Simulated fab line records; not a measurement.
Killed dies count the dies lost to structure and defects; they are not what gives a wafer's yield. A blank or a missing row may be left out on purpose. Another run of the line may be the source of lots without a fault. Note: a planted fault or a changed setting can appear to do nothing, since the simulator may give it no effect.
A single fault, viewed from 2 desks -- flow sfq line -- each desk has only its own numbers; what lay behind them comes last

AT THE METROLOGY DESK
What the gauges read for every lot (on any tool): the sampled wafers with a number, averaged. A lot is out of limits, marked OUT, if its mean lies more than 4 standard deviations from the usual mean; the brackets give that distance.
Columns: A = I1_OVL at SFQ_I1_OVL_MEAS_913, usual 0 nm; B = M2_NB_RS at SFQ_M2_RS_MEAS_914, usual 0.887 ohm/sq; C = M2_OVL at SFQ_M2_OVL_MEAS_916, usual -3 nm
lot,first seen here,A,B,C
L661,day 25 13:31,-6,0.877,-7
L663,day 26 12:58,-9,0.895,-7
L665,day 27 04:31,-3,0.886,0
L670,day 29 03:09,6,0.876,2
L679,day 34 05:54,-2,0.875,1
L680,day 34 07:07,2,0.896,-9
This desk's verdict: no lot among the 6 shows anything out of limits.

THE TOOL OWNER'S DESK: litho track-03
The tool's own readings at SFQ_TRILAYER_M2_LITHO_COAT_062 (resist thk 62 nm): means of the sampled wafers that have a number, for each lot that ran on this tool. A lot is out of limits, marked OUT, if its mean lies more than 4 standard deviations from the usual mean; the brackets give that distance.
Columns: A = dispense pressure kPa at SFQ_TRILAYER_M2_LITHO_COAT_062, usual 50 kPa; B = exhaust pa at SFQ_TRILAYER_M2_LITHO_COAT_062, usual 45.1 Pa; C = spin speed rpm at SFQ_TRILAYER_M2_LITHO_COAT_062, usual 3000.3 rpm
lot,first seen here,A,B,C
L663,day 26 14:17,53,45.2,3000.8
L665,day 27 05:46,53,43.7,2998.5
L679,day 34 07:11,53,45.2,3189.0 (+99 or more) OUT
L680,day 34 08:25,53,45.1,3189.9 (+99 or more) OUT
Finding of this desk: L679, L680 out of limits; the first was L679 at day 34 07:11, on spin speed rpm at SFQ_TRILAYER_M2_LITHO_COAT_062. L663, L665: within limits.

TAKEN TOGETHER
The tool owner's desk could have raised an alarm at day 34 07:11, on L679, L680.
From the metrology desk's view, nothing was out of limits.
The metrology desk holds a record of L679, L680, inside its limits.
All the named lots went through SFQ_TRILAYER_M2_LITHO_COAT_062 on litho track-03.

WHAT THE SIMULATOR HAD INSERTED
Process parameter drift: litho track-03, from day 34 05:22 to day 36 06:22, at SFQ_TRILAYER_M2_LITHO_COAT_062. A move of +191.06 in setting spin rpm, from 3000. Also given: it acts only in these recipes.
Shown lots that were struck: L679, L680.
Each desk's first reading out of limits, in hours after the fault started: the tool owner's desk, 2.
